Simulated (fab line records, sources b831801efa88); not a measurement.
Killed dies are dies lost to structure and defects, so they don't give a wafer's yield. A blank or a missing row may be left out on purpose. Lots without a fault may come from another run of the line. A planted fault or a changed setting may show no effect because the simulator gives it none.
Which tool did it? | flow sky130 | 6 lots, 18 wafers sampled, at 3 steps of a route of 708

WHAT THE GAUGES READ, wafer by wafer
SKY_POLY_GATE_THK_MEAS_01.
lot  | measured     | on            | POLY_GATE_CVD_00_THK (nm)
L915 | day 14 10:11 | film_metro-02 | 179.7 178.3 178.9
L917 | day 15 04:02 | film_metro-01 | 182.2 182.3 180.9
L924 | day 18 14:31 | film_metro-02 | 175.9 177.8 176.6
L926 | day 18 17:47 | film_metro-02 | 178.9 180.6 180.8
L931 | day 20 05:40 | film_metro-01 | 180.6 180.4 179.9
L936 | day 21 19:19 | film_metro-02 | 178.0 179.1 180.8

WHICH TOOL RAN EACH LOT (tool, then ch and the chambers of the sampled wafers, then the start)
lot  | SKY_GATE_OXIDE_COAT_05            | SKY_GATE_OXIDE_STRIP_13
L915 | litho_track-03 ch 0, day 13 16:37 | plasma_asher-03 ch 0,1, day 14 06:37
L917 | litho_track-01 ch 0, day 14 10:35 | plasma_asher-01 ch 0,1, day 15 00:31
L924 | litho_track-03 ch 0, day 17 19:34 | plasma_asher-03 ch 0,1, day 18 10:56
L926 | litho_track-03 ch 0, day 17 22:43 | plasma_asher-01 ch 0,1, day 18 13:40
L931 | litho_track-02 ch 0, day 19 11:12 | plasma_asher-03 ch 0,1, day 20 02:43
L936 | litho_track-02 ch 0, day 21 00:00 | plasma_asher-01 ch 0,1, day 21 15:29
- SKY_GATE_OXIDE_COAT_05: resist thk 1140 nm.
- SKY_GATE_OXIDE_STRIP_13: strips in O2/N2.

THE ANSWER, worked out from the rows above alone
Rule: what is usual is taken from the lots themselves. Put in order of their means at a reading, lots are off if they are a third of the lots or fewer, leave a main group of 4 or more, and stand apart from it by a gap of 3 or more times the standard deviation of the main group's means; of several such gaps the widest counts. A main group whose means are all the same, to the digits that the tables above print for the reading, isn't used. A lot without any number at a reading at which 4 lots or more have one is off too. The other lots that the step has rows for count as sound.
No lot is off at any reading shown: from this, nothing can be told.

WHAT THE SIMULATOR HAD PUT IN
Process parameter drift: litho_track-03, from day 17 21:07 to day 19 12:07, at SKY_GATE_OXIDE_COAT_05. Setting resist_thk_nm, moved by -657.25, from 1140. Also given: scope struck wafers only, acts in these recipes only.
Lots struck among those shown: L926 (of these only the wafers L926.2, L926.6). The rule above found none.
